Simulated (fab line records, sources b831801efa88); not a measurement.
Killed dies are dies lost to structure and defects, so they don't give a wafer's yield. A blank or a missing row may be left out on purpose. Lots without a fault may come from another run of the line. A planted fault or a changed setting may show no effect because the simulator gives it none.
fab line records | flow gf180mcu
record lots=5 wafers=15 last_day=34
route steps=602 shown V2@388 M3@409
lots that met no fault: from a run of the same line without faults
start_h: hours from the record's first day to the start of the lot's first wafer shown | wait_h: hours since the lot's step before | " the same as in the row above | L1.1+2: a row that stands for several wafers | - no value, or no start given | * or withheld: withheld | < > ~ a bound
route shown NAME@n: a module of which the file shows steps, and the number in the route of the first | usual: mean/standard deviation of fault-free wafers | same: alike in all rows | chamber/n: place in a boat | sites: the reading at each site | _std_site: their standard deviation | _edge_site: outer sites' mean less inner sites' | radius_mm: how far each site lies from the wafer's centre | mask NAME#n: copy n | behind: the tool/chamber that last shaped the wafer | hold: why the lot was held/for how many hours/how that ended | device: the transistor (n, p or np) that didn't switch | end of line: the same wafers' tests at the end of the route | a step without rows: its recipe alone | killed: dies lost to structure and defects at the first sort, not the wafer's yield | map: a wafer's dies, x killed, . not, _ none there
set.NAME: the setting as run; set.NAME@STEP: as run at that earlier step | model.NAME: the simulator's own value behind a step, which no gauge read
lots at some steps of the route; a table a step, a row a wafer
services: from which hour (start_h, from the record's first day; less than 0 if before it) a tool's chamber was out of use, for how many hours, and why
## steps
# step GF_V2_DEHYDRATE_06
# recipe temp_c=200 time_s=60
# usual exhaust_pa=45.0/0.97 heater_power_total_W=160.37/0.13
# columns lot.wafer tool chamber start_h wait_h exhaust_pa heater_power_total_W
L084.4 litho_track-04 0 542.08 10.6 44.1 160.27
L084.5 " 0 " " 43.8 160.39
L084.6 " 0 " " 44.4 160.34
L088.1 litho_track-04 0 573.35 10.0 45.0 160.56
L088.2 " 0 " " 46.1 160.17
L088.4 " 0 " " 45.1 160.34
L089.3 litho_track-03 0 577.20 9.9 45.7 160.41
L089.5 " 0 " " 46.1 160.27
L089.6 " 0 " " 45.4 160.35
L090.2 litho_track-03 0 586.97 10.6 45.0 160.57
L090.5 " 0 " " 45.7 160.24
L090.6 " 0 " " 44.8 160.24
L095.2 litho_track-04 0 622.88 8.8 43.9 160.18
L095.4 " 0 " " 43.3 160.44
L095.6 " 0 " " 45.6 160.38
# step GF_V2_HMDS_07
# recipe prime_time_s=60 prime_temp_c=120
# usual exhaust_pa=45.0/0.87
# columns lot.wafer tool chamber start_h wait_h exhaust_pa
L084.4 litho_track-04 0 542.23 0.1 44.6
L084.5 " 0 " " 45.0
L084.6 " 0 " " 43.9
L088.1 litho_track-04 0 573.50 0.1 45.2
L088.2 " 0 " " 44.2
L088.4 " 0 " " 46.1
L089.3 litho_track-03 0 577.35 0.1 44.9
L089.5 " 0 " " 44.2
L089.6 " 0 " " 45.4
L090.2 litho_track-03 0 587.12 0.1 45.7
L090.5 " 0 " " 44.0
L090.6 " 0 " " 46.2
L095.2 litho_track-04 0 623.03 0.1 45.2
L095.4 " 0 " " 44.9
L095.6 " 0 " " 46.2
# step GF_V2_COAT_08
# recipe resist=BARC temp_c=withheld time_s=withheld spin_rpm=withheld resist_thk_nm=withheld
# usual dispense_pressure_kPa=54/5.7 exhaust_pa=45.0/0.87
# columns lot.wafer tool chamber start_h wait_h dispense_pressure_kPa exhaust_pa
L084.4 litho_track-04 0 542.38 0.1 52 44.7
L084.5 " 0 " " 52 45.2
L084.6 " 0 " " 52 45.4
L088.1 litho_track-04 0 573.65 0.1 52 45.1
L088.2 " 0 " " 52 44.8
L088.4 " 0 " " 52 43.9
L089.3 litho_track-03 0 577.50 0.1 46 47.1
L089.5 " 0 " " 46 47.0
L089.6 " 0 " " 46 46.4
L090.2 litho_track-03 0 587.27 0.1 46 43.7
L090.5 " 0 " " 46 44.9
L090.6 " 0 " " 46 44.1
L095.2 litho_track-04 0 623.18 0.1 52 44.9
L095.4 " 0 " " 52 44.7
L095.6 " 0 " " 52 45.0
# step GF_V2_COAT_09
# recipe resist=KrF spin_rpm=withheld resist_thk_nm=1000
# usual dispense_pressure_kPa=54/5.7 exhaust_pa=45.1/0.9
# columns lot.wafer tool chamber start_h wait_h dispense_pressure_kPa exhaust_pa
L084.4 litho_track-04 0 - - 52 46.7
L084.5 " 0 " " 52 45.9
L084.6 " 0 " " 52 44.0
L088.1 litho_track-04 0 - - 52 45.0
L088.2 " 0 " " 52 45.5
L088.4 " 0 " " 52 45.4
L089.3 litho_track-03 0 - - 46 44.5
L089.5 " 0 " " 46 44.2
L089.6 " 0 " " 46 44.1
L090.2 litho_track-03 0 - - 46 44.0
L090.5 " 0 " " 46 45.5
L090.6 " 0 " " 46 45.3
L095.2 litho_track-04 0 - - 52 46.8
L095.4 " 0 " " 52 45.1
L095.6 " 0 " " 52 45.1
# step GF_V2_SOFTBAKE_10
# recipe temp_c=130 time_s=60 resist=KrF
# usual exhaust_pa=45.1/0.79 heater_power_total_W=93.05/0.062
# columns lot.wafer tool chamber start_h wait_h exhaust_pa heater_power_total_W
L084.4 litho_track-04 0 - - 44.7 93.02
L084.5 " 0 " " 43.5 93.10
L084.6 " 0 " " 44.6 93.01
L088.1 litho_track-04 0 - - 44.0 93.07
L088.2 " 0 " " 45.5 92.94
L088.4 " 0 " " 46.5 93.11
L089.3 litho_track-03 0 - - 45.6 93.07
L089.5 " 0 " " 45.4 93.10
L089.6 " 0 " " 47.9 93.07
L090.2 litho_track-03 0 - - 46.1 93.09
L090.5 " 0 " " 45.2 93.05
L090.6 " 0 " " 44.8 93.00
L095.2 litho_track-04 0 - - 46.2 93.13
L095.4 " 0 " " 46.2 93.02
L095.6 " 0 " " 45.5 93.06
# step GF_V2_EXPOSE_11
# recipe mask_id=Via2 target_cd_nm=260 na=0.68 source_shape=conventional sigma_outer=0.6 dose_mj=38
# same sigma_outer=0.6
# columns lot.wafer tool chamber start_h wait_h mask
L084.4+5+6 krf_scanner-02 0 - - Via2#0
L088.1+2+4 krf_scanner-01 0 - - Via2#0
L089.3+5+6 krf_scanner-01 0 - - Via2#0
L090.2+5+6 krf_scanner-01 0 - - Via2#0
L095.2+4+6 krf_scanner-01 0 - - Via2#0
# step GF_V2_PEB_12
# recipe peb_temp_c=135 peb_time_s=90 resist=KrF
# usual exhaust_pa=45.2/0.93 heater_power_total_W=85.70/0.078
# columns lot.wafer tool chamber start_h wait_h exhaust_pa heater_power_total_W
L084.4 litho_track-03 0 - - 44.5 85.81
L084.5 " 0 " " 44.5 85.78
L084.6 " 0 " " 44.3 85.84
L088.1 litho_track-03 0 - - 45.2 85.72
L088.2 " 0 " " 44.1 85.68
L088.4 " 0 " " 44.9 85.64
L089.3 litho_track-02 0 - - 45.2 85.72
L089.5 " 0 " " 46.8 85.73
L089.6 " 0 " " 44.6 85.58
L090.2 litho_track-02 0 - - 44.2 85.77
L090.5 " 0 " " 45.2 85.63
L090.6 " 0 " " 44.9 85.76
L095.2 litho_track-02 0 - - 44.7 85.78
L095.4 " 0 " " 45.0 85.56
L095.6 " 0 " " 44.9 85.86
# step GF_V2_DEVELOP_13
# recipe develop_time_s=60 resist=KrF dev_temp_c=21
# usual exhaust_pa=45.0/0.79
# columns lot.wafer tool chamber start_h wait_h exhaust_pa
L084.4 litho_track-03 0 553.42 0.1 45.4
L084.5 " 0 " " 44.0
L084.6 " 0 " " 46.1
L088.1 litho_track-03 0 584.40 0.2 43.7
L088.2 " 0 " " 44.1
L088.4 " 0 " " 44.1
L089.3 litho_track-02 0 588.52 0.1 45.0
L089.5 " 0 " " 45.9
L089.6 " 0 " " 44.8
L090.2 litho_track-02 0 597.74 0.2 45.9
L090.5 " 0 " " 44.8
L090.6 " 0 " " 45.6
L095.2 litho_track-02 0 633.34 0.2 44.8
L095.4 " 0 " " 43.5
L095.6 " 0 " " 44.0
# step GF_V2_CD_MEAS_14
# recipe target_cd_nm=260
# usual cd_nm=259.8/1.3
# columns lot.wafer tool chamber start_h wait_h cd_nm
L084.4 cd_sem-02 - 553.56 0.1 259.4
L084.5 " - " " 259.5
L084.6 " - " " 259.5
L088.1 cd_sem-02 - 584.55 0.1 259.4
L088.2 " - " " 261.0
L088.4 " - " " 259.9
L089.3 cd_sem-02 - 588.66 0.1 258.5
L089.5 " - " " 258.6
L089.6 " - " " 260.1
L090.2 cd_sem-01 - 597.89 0.1 259.5
L090.5 " - " " 260.6
L090.6 " - " " 260.2
L095.2 cd_sem-02 - 633.49 0.1 258.2
L095.4 " - " " 258.8
L095.6 " - " " 258.1
# step GF_V2_OVL_MEAS_15
# usual V2_OVL=1/5.5
# columns lot.wafer tool chamber start_h wait_h V2_OVL[nm]
L084.4 overlay-02 - 553.64 0.1 5
L084.5 " - " " 6
L084.6 " - " " 1
L088.1 overlay-01 - 584.67 0.1 5
L088.2 " - " " 2
L088.4 " - " " -2
L089.3 overlay-02 - 588.75 0.1 3
L089.5 " - " " 2
L089.6 " - " " -4
L090.2 overlay-01 - 597.99 0.1 3
L090.5 " - " " 2
L090.6 " - " " 8
L095.2 overlay-02 - 633.59 0.1 4
L095.4 " - " " 14
L095.6 " - " " 4
# step GF_V2_ETCH_16
# recipe chemistry=N2/H2 target_depth_a=withheld overetch_a=withheld time_s=withheld target=BARC ion_energy_ev=200 source_w=500 bias_w=100 pressure_mtorr=30 n2_flow_sccm=100 h2_flow_sccm=200
# usual drypump_motor_current_A=5.95/0.3 oes_product_au=0.855/0.0052 throttle_valve_pct=13.224/0.009
# columns lot.wafer tool chamber start_h wait_h drypump_motor_current_A oes_product_au throttle_valve_pct
L084.4 rie_diel-02 0 553.66 0.0 6.04 0.859 13.210
L084.5 " 0 " " 6.07 0.863 13.222
L084.6 " 3 " " 5.98 0.854 13.212
L088.1 rie_diel-04 2 584.71 0.0 5.59 0.854 13.213
L088.2 " 0 " " 5.63 0.843 13.215
L088.4 " 3 " " 5.77 0.854 13.219
L089.3 rie_diel-01 1 588.77 0.0 6.10 0.858 13.237
L089.5 " 0 " " 6.22 0.858 13.220
L089.6 " 3 " " 6.40 0.859 13.235
L090.2 rie_diel-01 0 598.02 0.0 6.24 0.856 13.213
L090.5 " 0 " " 6.24 0.858 13.221
L090.6 " 1 " " 6.16 0.846 13.230
L095.2 rie_diel-04 0 633.62 0.0 5.59 0.852 13.212
L095.4 " 3 " " 5.77 0.848 13.215
L095.6 " 2 " " 5.59 0.857 13.229
# step GF_V2_ETCH_17
# recipe chemistry=C4F8/O2/Ar mask_material=KrF target=SiO2 stop_on=TiN source_w=1500 bias_w=1200 pressure_mtorr=40 c4f8_flow_sccm=withheld O2_flow_sccm=6 Ar_flow_sccm=300 time_s=withheld target_depth_a=6300
# usual oes_product_au=0.856/0.0045
# columns lot.wafer tool chamber start_h wait_h oes_product_au
L084.4 rie_diel-02 0 - - 0.855
L084.5 " 0 " " 0.854
L084.6 " 3 " " 0.846
L088.1 rie_diel-04 2 - - 0.857
L088.2 " 0 " " 0.855
L088.4 " 3 " " 0.860
L089.3 rie_diel-01 1 - - 0.853
L089.5 " 0 " " 0.848
L089.6 " 3 " " 0.857
L090.2 rie_diel-01 0 - - 0.861
L090.5 " 0 " " 0.858
L090.6 " 1 " " 0.852
L095.2 rie_diel-04 0 - - 0.854
L095.4 " 3 " " 0.847
L095.6 " 2 " " 0.863
# step GF_V2_STRIP_18
# recipe chemistry=O2/N2 power_w=1400 pressure_mtorr=1500 platen_temp_c=250 o2_flow_sccm=3000 n2_flow_sccm=300 overash_fraction=0.5
# usual drypump_motor_current_A=5.7/0.37 heater_power_w=337/37 oes_product_au=0.593/0.0049
# columns lot.wafer tool chamber start_h wait_h drypump_motor_current_A heater_power_w oes_product_au rf_hours_counter_h
L084.4 plasma_asher-04 0 553.82 - 6.0 347 0.588 -
L084.5 " 0 " " 6.0 347 0.593 -
L084.6 " 1 " " 5.9 349 0.585 -
L088.1 plasma_asher-01 0 584.83 - 5.3 364 0.592 80
L088.2 " 1 " " 5.4 373 0.592 80
L088.4 " 0 " " 5.2 375 0.600 -
L089.3 plasma_asher-04 0 588.94 - 6.0 342 0.596 -
L089.5 " 0 " " 6.0 337 0.602 -
L089.6 " 1 " " 5.9 342 0.589 -
L090.2 plasma_asher-04 1 598.15 - 5.9 344 0.585 53
L090.5 " 1 " " 5.9 348 0.588 -
L090.6 " 0 " " 6.0 347 0.586 -
L095.2 plasma_asher-04 1 633.75 - 5.9 348 0.600 57
L095.4 " 0 " " 5.9 338 0.602 -
L095.6 " 1 " " 5.9 348 0.585 -
# step GF_V2_STRIP_19
# recipe chemistry=post_etch_residue_remover time_s=1200 temp_c=72.5
# columns lot.wafer tool chamber start_h wait_h
L084.4+5+6 wet_bench-03 1 553.88 0.0
L088.1+2+4 wet_bench-03 3 584.96 0.1
L089.3+5+6 wet_bench-03 1 589.00 0.0
L090.2+5+6 wet_bench-02 0 598.25 0.1
L095.2+4+6 wet_bench-03 1 633.85 0.1
# step GF_V2_CLEAN_20
# recipe chemistry=DIW dry=n2_spin
# columns lot.wafer tool chamber start_h wait_h
L084.4+5+6 wet_bench-02 1 554.23 0.0
L088.1+2+4 wet_bench-01 2 585.34 0.0
L089.3+5+6 wet_bench-02 0 589.34 0.0
L090.2+5+6 wet_bench-01 0 598.59 0.0
L095.2+4+6 wet_bench-02 2 634.22 0.0
# step GF_V2_SPUTTER_21
# recipe material=Ti target_thk_nm=15 chamber_pressure_pa=5 power_w=2500 substrate_temp_c=200 time_s=80.02
# usual substrate_temp_c=199.98/0.15 throttle_valve_pct=30.0/0.99
# columns lot.wafer tool chamber start_h wait_h substrate_temp_c throttle_valve_pct
L084.4 pvd_sputter-03 - 554.32 0.0 199.82 30.7
L084.5 " - " " 199.68 29.3
L084.6 " - " " 199.95 28.8
L088.1 pvd_sputter-02 - 585.43 0.0 199.95 29.9
L088.2 " - " " 200.04 30.6
L088.4 " - " " 200.02 29.5
L089.3 pvd_sputter-02 - 589.44 0.0 200.01 29.1
L089.5 " - " " 199.78 29.1
L089.6 " - " " 200.12 30.3
L090.2 pvd_sputter-04 - 598.69 0.0 199.89 31.1
L090.5 " - " " 200.13 32.0
L090.6 " - " " 199.91 29.8
L095.2 pvd_sputter-04 - 634.32 0.0 199.97 32.2
L095.4 " - " " 200.22 29.1
L095.6 " - " " 200.09 29.2
# step GF_V2_SPUTTER_22
# recipe material=TiN target_thk_nm=10 chamber_pressure_pa=5 power_w=4000 time_s=40
# usual throttle_valve_pct=30.0/1
# columns lot.wafer tool chamber start_h wait_h throttle_valve_pct
L084.4 pvd_sputter-03 - 554.38 0.0 30.6
L084.5 " - " " 29.3
L084.6 " - " " 29.0
L088.1 pvd_sputter-02 - 585.49 0.0 30.0
L088.2 " - " " 30.3
L088.4 " - " " 29.3
L089.3 pvd_sputter-02 - 589.50 0.0 29.1
L089.5 " - " " 29.0
L089.6 " - " " 30.4
L090.2 pvd_sputter-04 - 598.75 0.0 31.4
L090.5 " - " " 31.9
L090.6 " - " " 29.5
L095.2 pvd_sputter-04 - 634.38 0.0 32.2
L095.4 " - " " 29.1
L095.6 " - " " 29.1
# step GF_V2_CVD_23
# recipe material=W target_thk_nm=350 time_s=104.94 temp_c=400 pressure_torr=40
# usual heater_power_w=834/92
# columns lot.wafer tool chamber start_h wait_h heater_power_w
L084.4 cvd_w-02 1 554.46 0.1 707
L084.5 " 0 " " 800
L084.6 " 1 " " 693
L088.1 cvd_w-02 0 585.53 0.0 836
L088.2 " 1 " " 701
L088.4 " 1 " " 684
L089.3 cvd_w-02 1 589.57 0.1 709
L089.5 " 1 " " 690
L089.6 " 0 " " 810
L090.2 cvd_w-01 0 598.79 0.0 872
L090.5 " 0 " " 868
L090.6 " 1 " " 955
L095.2 cvd_w-01 1 634.42 0.0 965
L095.4 " 1 " " 959
L095.6 " 1 " " 955
# step GF_V2_RS_MEAS_24
# recipe thk_meas_gauge=four-point-probe reads=W_of_V2_CVD_23+TiN_of_V2_SPUTTER_22+Ti_of_V2_SPUTTER_21
# usual V2_W_RS=0.327/0.004
# columns lot.wafer tool chamber start_h wait_h V2_W_RS[ohm/sq]
L084.4 film_metro-02 - 554.59 0.1 0.333
L084.5 " - " " 0.324
L084.6 " - " " 0.332
L088.1 film_metro-01 - 585.64 0.1 0.318
L088.2 " - " " 0.323
L088.4 " - " " 0.327
L089.3 film_metro-01 - 589.69 0.1 0.324
L089.5 " - " " 0.328
L089.6 " - " " 0.322
L090.2 film_metro-04 - 598.92 0.1 0.329
L090.5 " - " " 0.333
L090.6 " - " " 0.332
L095.2 film_metro-02 - 634.55 0.1 0.321
L095.4 " - " " 0.322
L095.6 " - " " 0.324
# step GF_V2_THK_MEAS_25
# recipe thk_meas_gauge=xrf reads=W_of_V2_CVD_23
# usual V2_W_THK=340/5.3
# columns lot.wafer tool chamber start_h wait_h V2_W_THK[nm]
L084.4 film_metro-02 - 554.68 0.1 333
L084.5 " - " " 345
L084.6 " - " " 338
L088.1 film_metro-01 - 585.76 0.1 350
L088.2 " - " " 345
L088.4 " - " " 339
L089.3 film_metro-01 - 589.79 0.1 343
L089.5 " - " " 340
L089.6 " - " " 347
L090.2 film_metro-04 - 599.03 0.1 331
L090.5 " - " " 328
L090.6 " - " " 329
L095.2 film_metro-02 - 634.66 0.1 344
L095.4 " - " " 342
L095.6 " - " " 341
# step GF_V2_CMP_26
# recipe stop_on=SiO2 down_force_psi=3.5 platen_rpm=60 t_overpolish_s=15 target_thk_nm=0 pad_velocity_m_s=0.94248
# usual motor_current_A=11.0/1.2 overpolish_run_s=15.001/0.01 time_to_endpoint_s=85/3.1
# same t_overpolish_s=15
# columns lot.wafer tool chamber start_h wait_h motor_current_A overpolish_run_s time_to_endpoint_s
L084.4 cmp-01 2 554.81 0.1 12.4 15.011 83
L084.6 " 0 " " 10.2 14.988 84
L084.5 " 1 " " 9.6 15.016 85
L088.2 cmp-02 3 585.82 0.0 13.1 14.990 83
L088.1 " 0 " " 11.3 15.000 82
L088.4 " 2 " " 12.0 14.998 87
L089.3 cmp-02 0 589.88 0.1 10.7 15.004 79
L089.5 " 3 " " 13.2 14.990 81
L089.6 " 0 " " 10.7 15.002 80
L090.2 cmp-01 3 599.08 0.0 9.6 15.017 87
L090.5 " 3 " " 9.8 15.025 84
L090.6 " 0 " " 10.1 15.019 84
L095.4 cmp-01 0 634.81 0.1 10.2 15.012 85
L095.2 " 1 " " 9.6 15.003 79
L095.6 " 3 " " 9.5 14.992 83
# step GF_M3_SPUTTER_00
# recipe material=Ti target_thk_nm=37.5 arriving_ion_energy_ev=80 substrate_temp_c=200 chamber_pressure_pa=2 power_w=4000 time_s=150
# usual substrate_temp_c=199.99/0.17 throttle_valve_pct=29.9/0.89
# columns lot.wafer tool chamber start_h wait_h substrate_temp_c throttle_valve_pct
L084.4 pvd_sputter-02 - 555.01 0.1 200.10 29.1
L084.5 " - " " 199.91 29.4
L084.6 " - " " 200.07 30.5
L088.1 pvd_sputter-02 - 586.12 0.2 199.75 30.2
L088.2 " - " " 200.40 30.3
L088.4 " - " " 200.07 29.5
L089.3 pvd_sputter-01 - 590.13 0.2 199.83 29.7
L089.5 " - " " 200.16 29.9
L089.6 " - " " 199.99 31.9
L090.2 pvd_sputter-01 - 599.38 0.2 200.16 29.1
L090.5 " - " " 200.17 29.5
L090.6 " - " " 199.96 29.8
L095.2 pvd_sputter-02 - 635.01 0.1 199.88 28.9
L095.4 " - " " 199.92 29.2
L095.6 " - " " 200.01 30.1
# step GF_M3_SPUTTER_01
# recipe material=TiN target_thk_nm=30 power_w=6500 time_s=25 chamber_pressure_pa=0.4
# usual throttle_valve_pct=29.9/0.86
# columns lot.wafer tool chamber start_h wait_h throttle_valve_pct
L084.4 pvd_sputter-02 - 555.11 0.1 29.1
L084.5 " - " " 29.1
L084.6 " - " " 30.5
L088.1 pvd_sputter-02 - 586.22 0.1 30.0
L088.2 " - " " 30.3
L088.4 " - " " 29.4
L089.3 pvd_sputter-01 - 590.23 0.1 29.7
L089.5 " - " " 30.1
L089.6 " - " " 31.9
L090.2 pvd_sputter-01 - 599.48 0.1 29.4
L090.5 " - " " 29.4
L090.6 " - " " 29.9
L095.2 pvd_sputter-02 - 635.11 0.1 29.0
L095.4 " - " " 29.0
L095.6 " - " " 30.0
# step GF_M3_SPUTTER_02
# recipe material=AlCu target_thk_nm=450 power_w=10600 time_s=23.9 chamber_pressure_pa=0.4
# usual throttle_valve_pct=29.8/0.86
# columns lot.wafer tool chamber start_h wait_h throttle_valve_pct
L084.4 pvd_sputter-02 - 555.14 0.0 29.0
L084.5 " - " " 29.3
L084.6 " - " " 30.4
L088.1 pvd_sputter-02 - 586.25 0.0 30.2
L088.2 " - " " 30.4
L088.4 " - " " 29.0
L089.3 pvd_sputter-01 - 590.26 0.0 29.5
L089.5 " - " " 30.0
L089.6 " - " " 32.0
L090.2 pvd_sputter-01 - 599.51 0.0 29.6
L090.5 " - " " 29.5
L090.6 " - " " 29.9
L095.2 pvd_sputter-02 - 635.14 0.0 28.9
L095.4 " - " " 29.2
L095.6 " - " " 29.7
# step GF_M3_SPUTTER_03
# recipe material=Ti target_thk_nm=10 substrate_temp_c=300 chamber_pressure_pa=0.3 power_w=3000 time_s=6.7
# usual substrate_temp_c=299.97/0.2 throttle_valve_pct=29.9/0.87
# columns lot.wafer tool chamber start_h wait_h substrate_temp_c throttle_valve_pct
L084.4 pvd_sputter-02 - 555.17 0.0 300.10 29.1
L084.5 " - " " 299.80 29.2
L084.6 " - " " 299.96 30.2
L088.1 pvd_sputter-02 - 586.28 0.0 299.76 29.7
L088.2 " - " " 300.18 30.4
L088.4 " - " " 299.95 29.5
L089.3 pvd_sputter-01 - 590.29 0.0 300.01 29.9
L089.5 " - " " 299.96 30.2
L089.6 " - " " 299.90 32.2
L090.2 pvd_sputter-01 - 599.54 0.0 300.03 29.5
L090.5 " - " " 299.71 29.5
L090.6 " - " " 299.71 29.8
L095.2 pvd_sputter-02 - 635.17 0.0 299.63 29.0
L095.4 " - " " 300.03 29.1
L095.6 " - " " 299.86 30.2
# step GF_M3_SPUTTER_04
# recipe material=TiN target_thk_nm=50 power_w=6500 time_s=41.7 chamber_pressure_pa=0.4
# usual throttle_valve_pct=29.9/0.85
# columns lot.wafer tool chamber start_h wait_h throttle_valve_pct
L084.4 pvd_sputter-02 - 555.19 0.0 29.2
L084.5 " - " " 29.0
L084.6 " - " " 30.5
L088.1 pvd_sputter-02 - 586.30 0.0 30.1
L088.2 " - " " 30.4
L088.4 " - " " 29.2
L089.3 pvd_sputter-01 - 590.31 0.0 29.6
L089.5 " - " " 29.9
L089.6 " - " " 32.0
L090.2 pvd_sputter-01 - 599.56 0.0 29.3
L090.5 " - " " 29.5
L090.6 " - " " 29.7
L095.2 pvd_sputter-02 - 635.19 0.0 28.8
L095.4 " - " " 29.4
L095.6 " - " " 30.1
# step GF_M3_RS_MEAS_05
# recipe thk_meas_gauge=four-point-probe reads=TiN_of_M3_SPUTTER_04+Ti_of_M3_SPUTTER_03+AlCu_of_M3_SPUTTER_02+TiN_of_M3_SPUTTER_01+Ti_of_M3_SPUTTER_00
# usual M3_ALCU_RS=0.0697/0.00068
# columns lot.wafer tool chamber start_h wait_h M3_ALCU_RS[ohm/sq]
L084.4 film_metro-01 - 555.29 0.1 0.0699
L084.5 " - " " 0.0704
L084.6 " - " " 0.0695
L088.1 film_metro-01 - 586.34 0.0 0.0695
L088.2 " - " " 0.0694
L088.4 " - " " 0.0701
L089.3 film_metro-03 - 590.39 0.1 0.0699
L089.5 " - " " 0.0700
L089.6 " - " " 0.0690
L090.2 film_metro-02 - 599.62 0.0 0.0693
L090.5 " - " " 0.0696
L090.6 " - " " 0.0694
L095.2 film_metro-03 - 635.25 0.0 0.0697
L095.4 " - " " 0.0706
L095.6 " - " " 0.0694
# step GF_M3_THK_MEAS_06
# recipe thk_meas_gauge=xrf reads=AlCu_of_M3_SPUTTER_02
# usual M3_ALCU_THK=445/5
# columns lot.wafer tool chamber start_h wait_h M3_ALCU_THK[nm]
L084.4 film_metro-01 - 555.38 0.1 446
L084.5 " - " " 439
L084.6 " - " " 447
L088.1 film_metro-01 - 586.46 0.1 444
L088.2 " - " " 445
L088.4 " - " " 440
L089.3 film_metro-03 - 590.49 0.1 438
L089.5 " - " " 440
L089.6 " - " " 447
L090.2 film_metro-02 - 599.73 0.1 448
L090.5 " - " " 449
L090.6 " - " " 447
L095.2 film_metro-03 - 635.36 0.1 445
L095.4 " - " " 438
L095.6 " - " " 448
# step GF_M3_DEHYDRATE_07
# recipe temp_c=200 time_s=60
# usual exhaust_pa=45.0/1.1 heater_power_total_W=160.38/0.13
# columns lot.wafer tool chamber start_h wait_h exhaust_pa heater_power_total_W
L084.4 litho_track-03 0 565.67 10.3 44.0 160.56
L084.5 " 0 " " 44.1 160.35
L084.6 " 0 " " 45.4 160.39
L088.1 litho_track-04 0 596.35 9.9 47.4 160.22
L088.2 " 0 " " 45.9 160.30
L088.4 " 0 " " 46.7 160.20
L089.3 litho_track-03 0 600.15 9.7 43.1 160.41
L089.5 " 0 " " 43.7 160.36
L089.6 " 0 " " 44.9 160.55
L090.2 litho_track-01 0 609.49 9.8 46.5 160.28
L090.5 " 0 " " 44.0 160.35
L090.6 " 0 " " 46.3 160.29
L095.2 litho_track-04 0 644.63 9.3 43.9 160.56
L095.4 " 0 " " 44.4 160.27
L095.6 " 0 " " 44.3 160.30
# step GF_M3_HMDS_08
# recipe prime_time_s=60 prime_temp_c=120
# usual exhaust_pa=45.1/0.88
# columns lot.wafer tool chamber start_h wait_h exhaust_pa
L084.4 litho_track-03 0 565.82 0.1 45.3
L084.5 " 0 " " 45.3
L084.6 " 0 " " 43.9
L088.1 litho_track-04 0 596.50 0.1 45.4
L088.2 " 0 " " 47.0
L088.4 " 0 " " 44.6
L089.3 litho_track-03 0 600.30 0.1 45.1
L089.5 " 0 " " 46.0
L089.6 " 0 " " 45.6
L090.2 litho_track-01 0 609.64 0.1 44.9
L090.5 " 0 " " 45.1
L090.6 " 0 " " 44.1
L095.2 litho_track-04 0 644.78 0.1 44.7
L095.4 " 0 " " 44.8
L095.6 " 0 " " 44.4
# step GF_M3_COAT_09
# recipe resist=KrF spin_rpm=withheld resist_thk_nm=1000
# usual dispense_pressure_kPa=49/3.1 exhaust_pa=45.0/0.88
# columns lot.wafer tool chamber start_h wait_h dispense_pressure_kPa exhaust_pa
L084.4 litho_track-03 0 565.97 0.1 46 44.4
L084.5 " 0 " " 46 44.6
L084.6 " 0 " " 46 45.4
L088.1 litho_track-04 0 596.65 0.1 52 45.7
L088.2 " 0 " " 52 45.0
L088.4 " 0 " " 52 45.8
L089.3 litho_track-03 0 600.45 0.1 46 45.6
L089.5 " 0 " " 46 44.7
L089.6 " 0 " " 46 44.9
L090.2 litho_track-01 0 609.79 0.1 52 45.0
L090.5 " 0 " " 52 44.2
L090.6 " 0 " " 52 44.3
L095.2 litho_track-04 0 644.93 0.1 52 46.8
L095.4 " 0 " " 52 48.6
L095.6 " 0 " " 52 45.4
# step GF_M3_SOFTBAKE_10
# recipe temp_c=130 time_s=60 resist=KrF
# usual exhaust_pa=45.0/0.95 heater_power_total_W=93.05/0.057
# columns lot.wafer tool chamber start_h wait_h exhaust_pa heater_power_total_W
L084.4 litho_track-03 0 566.12 0.1 44.1 93.05
L084.5 " 0 " " 44.5 93.05
L084.6 " 0 " " 43.2 93.05
L088.1 litho_track-04 0 596.80 0.1 43.7 93.03
L088.2 " 0 " " 45.3 93.06
L088.4 " 0 " " 44.0 93.12
L089.3 litho_track-03 0 600.60 0.1 43.7 93.07
L089.5 " 0 " " 44.8 93.06
L089.6 " 0 " " 45.0 93.09
L090.2 litho_track-01 0 609.94 0.1 45.0 92.97
L090.5 " 0 " " 44.4 93.08
L090.6 " 0 " " 45.4 92.98
L095.2 litho_track-04 0 645.08 0.1 45.5 93.11
L095.4 " 0 " " 46.5 93.07
L095.6 " 0 " " 44.9 93.03
# step GF_M3_EXPOSE_11
# recipe mask_id=Metal3 target_cd_nm=280 na=0.68 source_shape=conventional sigma_outer=0.6 dose_mj=28
# same sigma_outer=0.6
# columns lot.wafer tool chamber start_h wait_h mask
L084.4+5+6 krf_scanner-01 0 - - Metal3#0
L088.1+2+4 krf_scanner-02 0 - - Metal3#0
L089.3+5+6 krf_scanner-01 0 - - Metal3#0
L090.2+5+6 krf_scanner-01 0 - - Metal3#0
L095.2+4+6 krf_scanner-02 0 - - Metal3#0
# step GF_M3_PEB_12
# recipe peb_temp_c=135 peb_time_s=90 resist=KrF
# usual exhaust_pa=45.1/0.91 heater_power_total_W=85.71/0.082
# columns lot.wafer tool chamber start_h wait_h exhaust_pa heater_power_total_W
L084.4 litho_track-01 0 - - 45.4 85.70
L084.5 " 0 " " 45.2 85.70
L084.6 " 0 " " 46.2 85.74
L088.1 litho_track-01 0 - - 44.4 85.77
L088.2 " 0 " " 45.6 85.77
L088.4 " 0 " " 44.0 85.66
L089.3 litho_track-01 0 - - 43.8 85.78
L089.5 " 0 " " 43.8 85.74
L089.6 " 0 " " 43.6 85.82
L090.2 litho_track-01 0 - - 42.8 85.66
L090.5 " 0 " " 44.5 85.63
L090.6 " 0 " " 44.8 85.54
L095.2 litho_track-03 0 - - 45.9 85.74
L095.4 " 0 " " 43.0 85.67
L095.6 " 0 " " 44.7 85.76
## services
# columns tool chamber start_h hours kind
krf_scanner-02 - 520.47 3.6 pm
cvd_w-01 - 529.10 2.8 pm
rie_diel-04 3 535.66 4.5 repair
cmp-01 - 541.41 2.5 repair
cvd_w-02 0 546.67 2.4 repair
pvd_sputter-01 - 551.52 5.4 repair
cmp-02 - 557.79 0.7 repair
krf_scanner-01 - 559.26 1.0 pm
cmp-01 - 559.43 1.3 repair
krf_scanner-02 - 563.50 7.2 pm
krf_scanner-02 - 570.80 0.8 pm
cmp-02 - 572.03 4.0 pm
cmp-01 - 579.43 2.0 repair
rie_diel-01 - 581.52 2.8 pm
krf_scanner-02 - 583.77 0.7 repair
krf_scanner-01 - 584.51 1.3 pm
cmp-02 - 586.37 3.0 repair
wet_bench-03 - 590.35 1.9 pm
pvd_sputter-01 - 608.64 2.7 repair
krf_scanner-01 - 618.85 0.8 pm
krf_scanner-01 - 629.34 4.4 pm
krf_scanner-02 - 637.78 1.3 pm
pvd_sputter-01 - 640.34 3.0 repair
rie_diel-01 0 653.83 4.3 repair
## key
fault none
